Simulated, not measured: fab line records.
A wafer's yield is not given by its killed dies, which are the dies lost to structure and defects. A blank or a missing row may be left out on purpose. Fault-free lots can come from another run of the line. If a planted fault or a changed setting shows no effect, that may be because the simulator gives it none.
Which tool was responsible? | flow sky130 | Sampling: 14 lots, 42 wafers, 2 of 708 route steps

WHAT EACH GAUGE READ, for each wafer
SKY_LOCAL_INTERCONNECT_CD_MEAS_11 targets a cd of 170 nm. Usual: cd nm at 170.2 nm, with a standard deviation of 1.5.
lot  | measured     | on        | cd nm (nm)        | flag
L769 | day 30 03:47 | cd sem-01 | 169.5 169.9 169.1 |
L770 | day 30 11:45 | cd sem-01 | 169.1 169.0 167.4 |
L771 | day 31 06:35 | cd sem-01 | 173.4 172.7 170.3 |
L773 | day 31 17:04 | cd sem-02 | 173.2 170.8 172.4 |
L775 | day 32 15:38 | cd sem-02 | 166.2 167.9 164.7 |
L776 | day 32 22:48 | cd sem-01 | 171.0 169.8 172.6 |
L784 | day 35 07:27 | cd sem-01 | 171.7 169.9 171.0 |
L785 | day 35 11:47 | cd sem-01 | 170.4 170.1 170.8 |
L786 | day 35 23:15 | cd sem-01 | 170.4 170.8 172.0 |
L787 | day 36 04:53 | cd sem-01 | 170.2 170.9 170.7 |
L788 | day 36 14:17 | cd sem-02 | 170.9 169.1 170.0 |
L789 | day 36 19:03 | cd sem-02 | 171.3 169.4 170.5 |
L791 | day 37 16:03 | cd sem-02 | 172.2 171.1 170.3 |
L792 | day 37 20:54 | cd sem-02 | 170.3 172.3 171.9 |

SKY_CONTACT_CD_MEAS_14 targets a cd of 170 nm. Usual: cd nm at 170.1 nm, with a standard deviation of 1.5.
lot  | measured     | on        | cd nm (nm)        | flag
L769 | day 31 08:59 | cd sem-02 | 167.2 166.9 167.5 |
L770 | day 31 17:17 | cd sem-01 | 169.5 171.1 169.4 |
L771 | day 32 11:20 | cd sem-02 | 168.9 169.0 169.2 |
L773 | day 32 21:35 | cd sem-01 | 169.4 170.3 170.3 |
L775 | day 33 19:02 | cd sem-01 | 173.3 173.0 172.1 |
L776 | day 34 02:23 | cd sem-02 | 168.6 169.1 169.3 |
L784 | day 36 11:38 | cd sem-01 | 170.9 171.9 170.8 |
L785 | day 36 15:04 | cd sem-02 | 171.8 172.7 171.4 |
L786 | day 37 03:05 | cd sem-02 | 171.9 170.6 170.7 |
L787 | day 37 09:00 | cd sem-01 | 172.4 170.9 171.5 |
L788 | day 37 17:53 | cd sem-02 | 170.1 170.2 170.7 |
L789 | day 37 22:11 | cd sem-02 | 170.3 170.6 170.8 |
L791 | day 38 18:57 | cd sem-02 | 168.6 169.0 169.3 |
L792 | day 38 23:58 | cd sem-02 | 171.5 171.3 171.8 |

EACH LOT AND THE TOOL THAT RAN IT (in order: tool; ch and the chambers of the sampled wafers; start)
Before these readings, the record contains no process step.

AS READ BY THE TOOLS THEMSELVES (means over the sampled wafers that have a number; for cases with no such wafer, the mark the record gives instead)
The record holds no such reading with a usual standard deviation.

THE ANSWER, worked out from the rows above alone
Rule: lot off if the mean of its wafers having a number is beyond 3 standard deviations from the usual mean. Also off: a lot with no number at a reading for which 4 or more lots have one. The other lots that the step has rows for count as sound. After the gauges, taken in route order, come the tools' own readings; for these a lot's mean is taken, as printed above. The first step at which some lot is off is used, and at that step the reading that is off furthest; a lot without a number counts as furthest.
Nothing can be told from this: no lot is off at any reading shown.

WHAT THE SIMULATOR HAD PUT IN
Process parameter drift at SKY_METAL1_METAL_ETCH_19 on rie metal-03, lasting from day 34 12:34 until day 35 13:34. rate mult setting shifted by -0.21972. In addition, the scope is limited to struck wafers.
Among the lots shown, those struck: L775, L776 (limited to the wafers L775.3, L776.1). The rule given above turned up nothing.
